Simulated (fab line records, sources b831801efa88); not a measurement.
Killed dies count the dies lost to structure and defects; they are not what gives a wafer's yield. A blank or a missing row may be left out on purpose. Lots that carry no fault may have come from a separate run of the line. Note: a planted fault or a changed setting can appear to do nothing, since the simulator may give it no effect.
Problem report, 8D (eight disciplines) form, completed by code    flow gf180mcu    the parts of the form that need people (team, actions taken, sign-off) are left out

## 1. WHAT IS WRONG
At GF_HV_LDD_CD_MEAS_07, cd-nm averages 367.1 nm over 6 wafers from 2 lots, while fault-free wafers read 399.2 nm, standard deviation 2.4. That puts it -13 standard deviations away from the usual mean.
The step: target cd 400 nm.
Earliest sighting: wafer L449.1 on cd-sem-02 at day 11 13:09. The record holds 42 wafers of 14 lots with a number at this step. By rule, "out" or "out of limits" means more than 4 standard deviations away from the usual mean. The other wafers with a number count as sound.

## 2. WHAT IT IS, AND WHAT IT ISN'T
question                     is                      is not
which readings at this step  cd-nm                   -
which lots                   L449, L453              L445, L446, L447, L450, L451, L458, L460, L462, L463, L464, L466, L467
which wafers of those lots   all that have a number  -
read on which gauges         cd-sem-02               cd-sem-01
when                         from day 11 13:09       up to then (9 sound wafers); but 27 sound wafers of L450, L451, L458, L460, L462, L463, L464, L466, L467 came after

## 3. THE SUSPECTS, EACH WITH WHAT RULES IT OUT
Counting: any tool at a process step up to the reading is kept as a suspect provided that every lot that is out went through it and no sound lot did after the first of them.
- the gauge at GF_HV_LDD_CD_MEAS_07: kept. All the wafers that are out were read on cd-sem-02, and no step on other tools shows them out.
- litho-track-01 at GF_HV_LDD_DEVELOP_06 (develop time 60 s): ruled out as a lasting fault. After its first lot that is out, L449 (day 11 12:59), sound lots L462, L463, L466, L467 ran on it.
The count leaves cd-sem-02 at GF_HV_LDD_CD_MEAS_07.

## 4. THE CAUSE (what the simulator had put in)
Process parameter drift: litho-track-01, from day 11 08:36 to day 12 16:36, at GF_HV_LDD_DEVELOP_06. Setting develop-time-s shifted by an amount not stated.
It was ruled out by counting, in error; the rule expects a fault to strike all lots run on its tool from its start on, and this fault did not.

## 5. THE CHAIN OF EFFECTS, in route order
Each row: a reading whose mean over the struck wafers that have a number lies more than 3 standard deviations from the usual. Only readings for which the record gives a usual standard deviation are gone through. hours: the time from each lot's start at the first step in this table that gives one to its start at this step, as a median over the lots. sigmas: the change in usual standard deviations.
hours  step                  reading  usual     on struck wafers  change  sigmas
0      GF_HV_LDD_CD_MEAS_07  cd-nm    399.2 nm  367.1             -32.1   -13
Later measuring or inspecting steps at which every struck wafer that the step has a row for has a number for every such reading, and none has moved that far: GF_HV_LDD_OVL_MEAS_20, GF_NSD_TW_MEAS_12.

## 6. WHAT WOULD HAVE CAUGHT IT SOONER
5 hours passed between the start of the fault at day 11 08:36 and the first reading out of limits at a measuring or inspecting step in this record, taken at day 11 13:09.
An alarm limit of 4 standard deviations would not have fired on the tool readings at GF_HV_LDD_DEVELOP_06 for which the record gives a usual standard deviation, since none of them was out on any struck wafer.
